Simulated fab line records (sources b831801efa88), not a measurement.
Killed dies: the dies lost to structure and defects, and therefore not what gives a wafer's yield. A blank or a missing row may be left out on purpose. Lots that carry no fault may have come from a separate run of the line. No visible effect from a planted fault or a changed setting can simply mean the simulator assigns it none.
Which of the tools did it?	flow gf180mcu	Sampling: 24 lots, 72 wafers, 3 of 602 route steps

## WHAT THE GAUGES SHOWED, per wafer
GF_V3_OVL_MEAS_15.
lot	measured	on	V3_OVL (nm)
L074	day 22 05:24	overlay-01	5 -8 -3
L075	day 23 00:07	overlay-01	1 -2 8
L076	day 23 03:17	overlay-01	-8 2 5
L077	day 23 15:39	overlay-01	0 -3 0
L078	day 23 22:38	overlay-02	2 -3 0
L079	day 24 09:23	overlay-02	-1 -4 2
L080	day 24 13:52	overlay-02	-2 -8 -4
L081	day 25 05:14	overlay-01	2 1 4
L082	day 25 06:49	overlay-01	-1 5 8
L083	day 25 15:57	overlay-01	-4 -3 -11
L084	day 25 22:05	overlay-02	2 4 0
L085	day 26 07:43	overlay-01	6 6 0
L086	day 26 17:33	overlay-01	-7 -1 8
L087	day 27 03:59	overlay-02	-5 -8 -7
L088	day 27 06:26	overlay-01	2 -8 0
L089	day 27 10:35	overlay-02	-1 0 9
L090	day 27 20:17	overlay-02	4 15 19
L091	day 28 03:09	overlay-02	7 2 5
L092	day 28 12:41	overlay-01	-1 -9 -2
L093	day 28 23:08	overlay-01	3 0 3
L094	day 29 01:17	overlay-02	3 -6 0
L095	day 29 04:14	overlay-02	0 -3 0
L096	day 29 15:20	overlay-01	11 -2 5
L097	day 29 23:35	overlay-01	-2 -4 0

GF_V3_RS_MEAS_24: measurement is done with a four-point probe.
lot	measured	on	V3_W_RS (ohm/sq)
L074	day 22 06:20	filmMetro-03	0.320 0.327 0.331
L075	day 23 01:08	filmMetro-02	0.318 0.317 0.330
L076	day 23 04:13	filmMetro-02	0.313 0.327 0.329
L077	day 23 16:35	filmMetro-01	0.331 0.320 0.336
L078	day 23 23:34	filmMetro-03	0.333 0.320 0.320
L079	day 24 10:19	filmMetro-02	0.324 0.333 0.335
L080	day 24 14:47	filmMetro-01	0.330 0.320 0.330
L081	day 25 06:09	filmMetro-02	0.332 0.318 0.329
L082	day 25 07:44	filmMetro-01	0.321 0.318 0.319
L083	day 25 16:52	filmMetro-01	0.313 0.328 0.318
L084	day 25 23:00	filmMetro-03	0.334 0.323 0.334
L085	day 26 08:41	filmMetro-03	0.334 0.323 0.331
L086	day 26 18:28	filmMetro-03	0.333 0.329 0.332
L087	day 27 04:56	filmMetro-02	0.328 0.316 0.330
L088	day 27 07:22	filmMetro-01	0.323 0.330 0.321
L089	day 27 11:34	filmMetro-02	0.330 0.330 0.322
L090	day 27 21:13	filmMetro-01	0.336 0.323 0.337
L091	day 28 04:04	filmMetro-01	0.322 0.332 0.324
L092	day 28 13:40	filmMetro-02	0.320 0.331 0.328
L093	day 29 00:08	filmMetro-03	0.317 0.328 0.316
L094	day 29 02:16	filmMetro-02	0.315 0.333 0.333
L095	day 29 05:14	filmMetro-03	0.318 0.326 0.325
L096	day 29 16:16	filmMetro-02	0.332 0.332 0.324
L097	day 30 00:32	filmMetro-03	0.330 0.331 0.318

## TOOL THAT RAN EACH LOT (tool first, then ch and the chambers of the sampled wafers, then the start)
lot	GF_V2_ETCH_17
L074	rieDiel-01 ch 0,1,2, day 22 05:24 or earlier
L075	rieDiel-01 ch 2,3, day 23 00:07 or earlier
L076	rieDiel-04 ch 0,1, day 23 03:17 or earlier
L077	rieDiel-01 ch 2,3, day 23 15:39 or earlier
L078	rieDiel-01 ch 1,2,3, day 23 22:38 or earlier
L079	rieDiel-04 ch 0,1,3, day 24 09:23 or earlier
L080	rieDiel-01 ch 1,2,3, day 24 13:52 or earlier
L081	rieDiel-01 ch 0,3, day 25 05:14 or earlier
L082	rieDiel-04 ch 0,1,3, day 25 06:49 or earlier
L083	rieDiel-04 ch 0,1,3, day 25 15:57 or earlier
L084	rieDiel-04 ch 0,1,2, day 25 22:05 or earlier
L085	rieDiel-01 ch 0,1, day 26 07:43 or earlier
L086	rieDiel-02 ch 0,1,2, day 26 17:33 or earlier
L087	rieDiel-04 ch 1,2, day 27 03:59 or earlier
L088	rieDiel-01 ch 0,2,3, day 27 06:26 or earlier
L089	rieDiel-01 ch 0,1, day 27 10:35 or earlier
L090	rieDiel-01 ch 1,2,3, day 27 20:17 or earlier
L091	rieDiel-01 ch 0,1,3, day 28 03:09 or earlier
L092	rieDiel-01 ch 1,2, day 28 12:41 or earlier
L093	rieDiel-04 ch 1,2, day 28 23:08 or earlier
L094	rieDiel-01 ch 0,1,2, day 29 01:17 or earlier
L095	rieDiel-04 ch 0,2,3, day 29 04:14 or earlier
L096	rieDiel-04 ch 0,1,2, day 29 15:20 or earlier
L097	rieDiel-04 ch 0,2,3, day 29 23:35 or earlier
- GF_V2_ETCH_17: etches SiO2 in C4F8/O2/Ar, stops on TiN, target depth 630 nm.

## AS READ BY THE TOOLS THEMSELVES (means over the sampled wafers that have a number; for cases with no such wafer, the mark the record gives instead)
GF_V2_ETCH_17.
lot	tool	oesProductAu (a.u.)
L074	rieDiel-01	0.857
L075	rieDiel-01	0.856
L076	rieDiel-04	0.858
L077	rieDiel-01	0.857
L078	rieDiel-01	0.858
L079	rieDiel-04	0.858
L080	rieDiel-01	0.855
L081	rieDiel-01	0.854
L082	rieDiel-04	0.857
L083	rieDiel-04	0.854
L084	rieDiel-04	0.861
L085	rieDiel-01	0.856
L086	rieDiel-02	0.858
L087	rieDiel-04	0.852
L088	rieDiel-01	0.858
L089	rieDiel-01	0.855
L090	rieDiel-01	0.857
L091	rieDiel-01	0.855
L092	rieDiel-01	0.857
L093	rieDiel-04	0.856
L094	rieDiel-01	0.859
L095	rieDiel-04	0.857
L096	rieDiel-04	0.851
L097	rieDiel-04	0.859

## THE ANSWER, worked out from the rows above alone
Rule: the usual values come from the lots themselves. The widest of any qualifying gaps counts: lots, ordered by their means at a reading, are off when they make up no more than a third of the lots, leave a main group of 4 or more, and stand apart from it by 3 or more times the standard deviation of that group's means. A main group is skipped when, at the precision printed for the reading in the tables above, its means are all equal. A lot without any number at a reading at which 4 lots or more have one is off too. Any other lot the step has rows for is counted as sound. First the gauges in route order, then the tools' own readings, where a lot's mean is used as printed above. The first step at which some lot is off is used, and at that step the reading that is off furthest; a lot without a number counts as furthest.
Nothing can be told from this: no lot is off at any reading shown.

## WHAT THE SIMULATOR HAD INSERTED
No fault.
